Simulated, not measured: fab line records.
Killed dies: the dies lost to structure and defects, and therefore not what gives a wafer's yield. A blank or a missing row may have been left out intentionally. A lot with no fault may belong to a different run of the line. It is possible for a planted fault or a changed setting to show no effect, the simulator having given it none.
Which tool did it? / flow sky130 / 12 lots, 35 wafers sampled, at 3 steps of a route of 708

WHAT THE GAUGES READ, wafer by wafer
SKY_METAL5_RS_MEAS_05: measures by four-point-probe. Usual: METAL5_ALCU_RS typically reads 0.02711 ohm/sq, with standard deviation 0.00027.
lot=L184; measured=day 43 12:37; on=filmMetro-04; METAL5_ALCU_RS (ohm/sq)=0.02693 0.02714 0.0267; flag=
lot=L185; measured=day 44 00:28; on=filmMetro-03; METAL5_ALCU_RS (ohm/sq)=0.02678 0.02692 0.0268; flag=
lot=L187; measured=day 44 05:44; on=filmMetro-04; METAL5_ALCU_RS (ohm/sq)=0.0274 0.02722 0.02688; flag=
lot=L189; measured=day 44 14:14; on=filmMetro-02; METAL5_ALCU_RS (ohm/sq)=0.02703 0.02687 0.02692; flag=
lot=L193; measured=day 45 11:58; on=filmMetro-04; METAL5_ALCU_RS (ohm/sq)=0.0269 0.0269 0.02698; flag=
lot=L192; measured=day 45 16:05; on=filmMetro-04; METAL5_ALCU_RS (ohm/sq)=0.02752 0.02751; flag=
lot=L194; measured=day 45 20:14; on=filmMetro-04; METAL5_ALCU_RS (ohm/sq)=0.02775 0.02777 0.02778; flag=
lot=L195; measured=day 45 22:56; on=filmMetro-03; METAL5_ALCU_RS (ohm/sq)=0.02719 0.0272 0.02723; flag=
lot=L196; measured=day 46 13:05; on=filmMetro-04; METAL5_ALCU_RS (ohm/sq)=0.02721 0.02713 0.02721; flag=
lot=L199; measured=day 47 06:17; on=filmMetro-03; METAL5_ALCU_RS (ohm/sq)=0.02723 0.02717 0.0273; flag=
lot=L203; measured=day 48 08:37; on=filmMetro-02; METAL5_ALCU_RS (ohm/sq)=0.02705 0.02691 0.02696; flag=
lot=L206; measured=day 48 18:52; on=filmMetro-03; METAL5_ALCU_RS (ohm/sq)=0.0268 0.02692 0.02703; flag=

SKY_METAL5_THK_MEAS_06: measures by xrf. Usual: METAL5_ALCU_THK typically reads 1106 nm, with standard deviation 12.
lot=L184; measured=day 43 12:44; on=filmMetro-04; METAL5_ALCU_THK (nm)=1116 1107 1127; flag=
lot=L185; measured=day 44 00:34; on=filmMetro-03; METAL5_ALCU_THK (nm)=1111 1099 1110; flag=
lot=L187; measured=day 44 05:50; on=filmMetro-04; METAL5_ALCU_THK (nm)=1094 1097 1112; flag=
lot=L189; measured=day 44 14:21; on=filmMetro-02; METAL5_ALCU_THK (nm)=1113 1113 1111; flag=
lot=L193; measured=day 45 12:05; on=filmMetro-04; METAL5_ALCU_THK (nm)=1120 1120 1127; flag=
lot=L192; measured=day 45 16:12; on=filmMetro-04; METAL5_ALCU_THK (nm)=1093 1090; flag=
lot=L194; measured=day 45 20:21; on=filmMetro-04; METAL5_ALCU_THK (nm)=1088 1089 1082; flag=
lot=L195; measured=day 45 23:02; on=filmMetro-03; METAL5_ALCU_THK (nm)=1095 1089 1097; flag=
lot=L196; measured=day 46 13:10; on=filmMetro-04; METAL5_ALCU_THK (nm)=1107 1113 1113; flag=
lot=L199; measured=day 47 06:23; on=filmMetro-03; METAL5_ALCU_THK (nm)=1092 1095 1089; flag=
lot=L203; measured=day 48 08:44; on=filmMetro-02; METAL5_ALCU_THK (nm)=1110 1122 1117; flag=
lot=L206; measured=day 48 18:59; on=filmMetro-03; METAL5_ALCU_THK (nm)=1109 1107 1105; flag=

EACH LOT AND THE TOOL THAT RAN IT (in order: tool; ch and the chambers of the sampled wafers; start)
lot=L184; SKY_METAL1_SPUTTER_03=pvdSputter-02, day 32 09:58
lot=L185; SKY_METAL1_SPUTTER_03=pvdSputter-02, day 33 00:08
lot=L187; SKY_METAL1_SPUTTER_03=pvdSputter-04, day 33 05:01
lot=L189; SKY_METAL1_SPUTTER_03=pvdSputter-04, day 33 15:25
lot=L193; SKY_METAL1_SPUTTER_03=pvdSputter-02, day 34 20:28
lot=L192; SKY_METAL1_SPUTTER_03=pvdSputter-04, day 34 21:55
lot=L194; SKY_METAL1_SPUTTER_03=pvdSputter-04, day 35 04:25
lot=L195; SKY_METAL1_SPUTTER_03=pvdSputter-04, day 35 07:50
lot=L196; SKY_METAL1_SPUTTER_03=pvdSputter-04, day 36 01:07
lot=L199; SKY_METAL1_SPUTTER_03=pvdSputter-02, day 36 23:05
lot=L203; SKY_METAL1_SPUTTER_03=pvdSputter-03, day 38 07:45
lot=L206; SKY_METAL1_SPUTTER_03=pvdSputter-04, day 38 21:08
- SKY_METAL1_SPUTTER_03: material Ti, target thk 5 nm, time 3.3 s.

WHAT THE TOOLS THEMSELVES READ (means of the sampled wafers that have a number; where no wafer has one, the mark that the record gives instead)
SKY_METAL1_SPUTTER_03. Usual: throttleValvePct 30.1 %, standard deviation 1.4.
lot=L184; tool=pvdSputter-02; throttleValvePct (%)=29.5; flag=
lot=L185; tool=pvdSputter-02; throttleValvePct (%)=30.0; flag=
lot=L187; tool=pvdSputter-04; throttleValvePct (%)=29.5; flag=
lot=L189; tool=pvdSputter-04; throttleValvePct (%)=31.9; flag=
lot=L193; tool=pvdSputter-02; throttleValvePct (%)=29.5; flag=
lot=L192; tool=pvdSputter-04; throttleValvePct (%)=31.7; flag=
lot=L194; tool=pvdSputter-04; throttleValvePct (%)=29.7; flag=
lot=L195; tool=pvdSputter-04; throttleValvePct (%)=31.5; flag=
lot=L196; tool=pvdSputter-04; throttleValvePct (%)=30.6; flag=
lot=L199; tool=pvdSputter-02; throttleValvePct (%)=29.7; flag=
lot=L203; tool=pvdSputter-03; throttleValvePct (%)=28.6; flag=
lot=L206; tool=pvdSputter-04; throttleValvePct (%)=30.7; flag=

THE ANSWER, worked out from the rows above alone
Rule: a lot counts as off when the mean over its wafers that have a number is more than 3 standard deviations away from the usual mean. Also off: a lot with no number at a reading for which 4 or more lots have one. Any other lot the step has rows for is counted as sound. The gauges are gone through in route order, then the tools' own readings, and for those a lot's mean is taken as printed above. The first step at which some lot is off is used, and at that step the reading that is off furthest; a lot without a number counts as furthest.
No lot is off on any of the readings shown, so nothing can be concluded from this.

WHAT HAD BEEN PUT IN BY THE SIMULATOR
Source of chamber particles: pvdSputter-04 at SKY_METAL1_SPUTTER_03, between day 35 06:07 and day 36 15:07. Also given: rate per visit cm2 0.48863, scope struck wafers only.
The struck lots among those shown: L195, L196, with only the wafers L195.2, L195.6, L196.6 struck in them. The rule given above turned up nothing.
